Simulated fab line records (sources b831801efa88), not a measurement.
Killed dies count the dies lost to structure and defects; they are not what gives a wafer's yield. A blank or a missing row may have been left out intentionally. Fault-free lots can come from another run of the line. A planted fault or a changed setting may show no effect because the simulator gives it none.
Which tool did it?	flow gf180mcu	13 lots, 39 wafers sampled, at 5 steps of a route of 602

== WHAT EACH GAUGE READ, for each wafer ==
GF_VT_IMPLANT_OVL_MEAS_18. Usual: VT_IMPLANT_01_OVL gives -0.8 nm (standard deviation 1.4).
lot	measured	on	VT_IMPLANT_01_OVL (nm)	flag
L769	day 6 06:55	overlay-02	-0.2 -1.8 -1.1	
L770	day 6 12:04	overlay-01	2.3 0.8 1.2	
L772	day 7 01:49	overlay-01	1.7 0.9 1.0	
L774	day 7 14:43	overlay-01	-1.3 0.2 1.2	
L775	day 7 21:19	overlay-01	-0.3 -0.9 -1.9	
L776	day 8 01:19	overlay-02	3.0 -0.1 0.0	
L778	day 8 19:00	overlay-02	-1.4 -2.0 -2.1	
L780	day 9 05:40	overlay-02	-2.6 -0.3 -0.2	
L782	day 9 18:03	overlay-01	-0.8 -0.3 1.2	
L783	day 9 22:28	overlay-02	-3.1 -0.3 -1.7	
L787	day 10 23:01	overlay-02	-1.5 -3.0 -1.7	
L790	day 11 23:07	overlay-02	-1.6 -1.8 -2.3	
L792	day 12 15:22	overlay-02	-0.4 0.0 -0.2	

GF_VT_IMPLANT_TW_MEAS_21. Usual: VT_IMPLANT_2_TW gives 1215 (standard deviation 15).
lot	measured	on	VT_IMPLANT_2_TW	flag
L769	day 6 07:12	filmMetro-03	1231 1226 1229	
L770	day 6 12:20	filmMetro-03	1229 1229 1238	
L772	day 7 02:05	filmMetro-03	1219 1225 1224	
L774	day 7 15:04	filmMetro-01	1216 1217 1215	
L775	day 7 21:37	filmMetro-02	1196 1192 1198	
L776	day 8 01:36	filmMetro-03	1227 1226 1224	
L778	day 8 19:17	filmMetro-03	1230 1225 1223	
L780	day 9 05:58	filmMetro-02	1198 1202 1189	
L782	day 9 18:20	filmMetro-02	1199 1203 1196	
L783	day 9 22:46	filmMetro-02	1193 1195 1200	
L787	day 10 23:17	filmMetro-02	1199 1195 1192	
L790	day 11 23:25	filmMetro-03	1222 1234 1228	
L792	day 12 15:39	filmMetro-03	1226 1226 1225	

GF_DUAL_GATE_THK_MEAS_03. Usual: DUAL_GATE_OXIDATION_00_THK gives 10.73 nm (standard deviation 0.22).
lot	measured	on	DUAL_GATE_OXIDATION_00_THK (nm)	flag
L769	day 7 16:45	filmMetro-03	11.10 11.06 11.17	
L770	day 7 22:40	filmMetro-03	10.24 10.64 10.55	
L772	day 8 13:00	filmMetro-03	10.55 10.52 10.77	
L774	day 9 03:07	filmMetro-04	10.80 10.95 10.86	
L775	day 9 14:49	filmMetro-01	16.76 17.05 16.91	OFF
L776	day 9 16:05	filmMetro-03	16.72 17.05 16.85	OFF
L778	day 10 09:32	filmMetro-04	10.78 10.79 10.64	
L780	day 10 20:25	filmMetro-03	10.87 10.95 10.86	
L782	day 11 16:40	filmMetro-01	16.92 16.97 17.03	OFF
L783	day 11 16:42	filmMetro-03	10.69 10.60 10.54	
L787	day 12 17:22	filmMetro-04	10.38 10.50 10.41	
L790	day 13 15:38	filmMetro-04	10.93 10.86 10.75	
L792	day 14 10:10	filmMetro-03	10.74 10.68 10.84	

== TOOL THAT RAN EACH LOT (tool first, then ch and the chambers of the sampled wafers, then the start) ==
lot	GF_VT_IMPLANT_STRIP_09	GF_DUAL_GATE_OXIDATION_02
L769	plasmaAsher-03 ch 0,1, day 5 15:43	furnace-02 ch 0, day 7 15:17
L770	plasmaAsher-04 ch 0,1, day 5 20:58	furnace-02 ch 0, day 7 21:13
L772	plasmaAsher-02 ch 0,1, day 6 10:38	furnace-01 ch 0, day 8 11:33
L774	plasmaAsher-04 ch 0,1, day 6 23:19	furnace-02 ch 0, day 9 01:40
L775	plasmaAsher-02 ch 0,1, day 7 05:05	furnace-02 ch 0, day 9 10:22
L776	plasmaAsher-02 ch 0,1, day 7 09:17	furnace-01 ch 0, day 9 11:58 and furnace-02 ch 0, day 9 14:37
L778	plasmaAsher-03 ch 0, day 8 02:29	furnace-02 ch 0, day 10 08:05
L780	plasmaAsher-04 ch 0,1, day 8 12:26	furnace-02 ch 0, day 10 18:56
L782	plasmaAsher-04 ch 0,1, day 9 00:46	furnace-02 ch 0, day 11 11:16
L783	plasmaAsher-04 ch 0,1, day 9 05:13	furnace-02 ch 0, day 11 15:14
L787	plasmaAsher-04 ch 0,1, day 10 05:02	furnace-02 ch 0, day 12 15:55
L790	plasmaAsher-02 ch 0,1, day 11 04:16	furnace-02 ch 0, day 13 14:10
L792	plasmaAsher-04 ch 0,1, day 11 15:41	furnace-02 ch 0, day 14 08:43
- GF_VT_IMPLANT_STRIP_09: strips in O2/N2.
- GF_DUAL_GATE_OXIDATION_02: stabilise 600 s, purge 300 s, target thk 10.887 nm.

== AS READ BY THE TOOLS THEMSELVES (means over the sampled wafers that have a number; for cases with no such wafer, the mark the record gives instead) ==
GF_VT_IMPLANT_STRIP_09. Usual: drypumpMotorCurrentA 5.8 A, standard deviation 0.58; heaterPowerW 330 W, standard deviation 30; oesProductAu 0.716 a.u., standard deviation 0.004; stripTimeToEndpointS 12.64 s, standard deviation 0.048.
lot	tool	drypumpMotorCurrentA (A)	heaterPowerW (W)	oesProductAu (a.u.)	stripTimeToEndpointS (s)	flag
L769	plasmaAsher-03	5.7	320	0.712	12.59	
L770	plasmaAsher-04	6.3	334	0.716	12.61	
L772	plasmaAsher-02	5.5	319	0.717	12.71	
L774	plasmaAsher-04	6.4	351	0.716	12.66	
L775	plasmaAsher-02	5.6	315	0.716	12.58	
L776	plasmaAsher-02	5.6	318	0.716	12.65	
L778	plasmaAsher-03	6.1	291	0.714	12.66	
L780	plasmaAsher-04	6.4	354	0.716	12.70	
L782	plasmaAsher-04	6.3	335	0.717	12.59	
L783	plasmaAsher-04	6.4	336	0.716	12.56	
L787	plasmaAsher-04	6.4	358	0.714	12.61	
L790	plasmaAsher-02	5.3	311	0.719	12.63	
L792	plasmaAsher-04	6.3	334	0.720	12.72	

GF_DUAL_GATE_OXIDATION_02. Usual: spikeTcCentreC 900.1 C, standard deviation 1.1; spikeTcUpperC 898.8 C, standard deviation 1.
lot	tool	spikeTcCentreC (C)	spikeTcUpperC (C)	flag
L769	furnace-02	900.6	899.2	
L770	furnace-02	900.2	898.2	
L772	furnace-01	899.2	899.0	
L774	furnace-02	900.7	898.0	
L775	furnace-02	900.6	898.7	
L776	furnace-01/furnace-02	899.8	899.8	
L778	furnace-02	900.2	898.3	
L780	furnace-02	900.7	898.5	
L782	furnace-02	900.0	898.5	
L783	furnace-02	900.0	899.0	
L787	furnace-02	899.8	898.1	
L790	furnace-02	900.1	899.2	
L792	furnace-02	899.5	900.1	

== THE ANSWER, worked out from the rows above alone ==
Rule: a lot counts as off when the mean over its wafers that have a number is more than 3 standard deviations away from the usual mean. A lot without any number at a reading at which 4 lots or more have one is off too. Any other lot the step has rows for is counted as sound. The gauges are gone through in route order, then the tools' own readings, and for those a lot's mean is taken as printed above. At the first step where some lot is off, the reading lying furthest off is the one used; lots without a number count as furthest.
Off: L775, L776, L782, at GF_DUAL_GATE_THK_MEAS_03 (DUAL_GATE_OXIDATION_00_THK).
A tool fits if, at a process step before that reading, it ran every lot that is off, and no sound lot after the first of them. Those tools and the gauges at GF_DUAL_GATE_THK_MEAS_03 are tried in the same way. Of those tried, none fits.

== WHAT THE SIMULATOR HAD INSERTED ==
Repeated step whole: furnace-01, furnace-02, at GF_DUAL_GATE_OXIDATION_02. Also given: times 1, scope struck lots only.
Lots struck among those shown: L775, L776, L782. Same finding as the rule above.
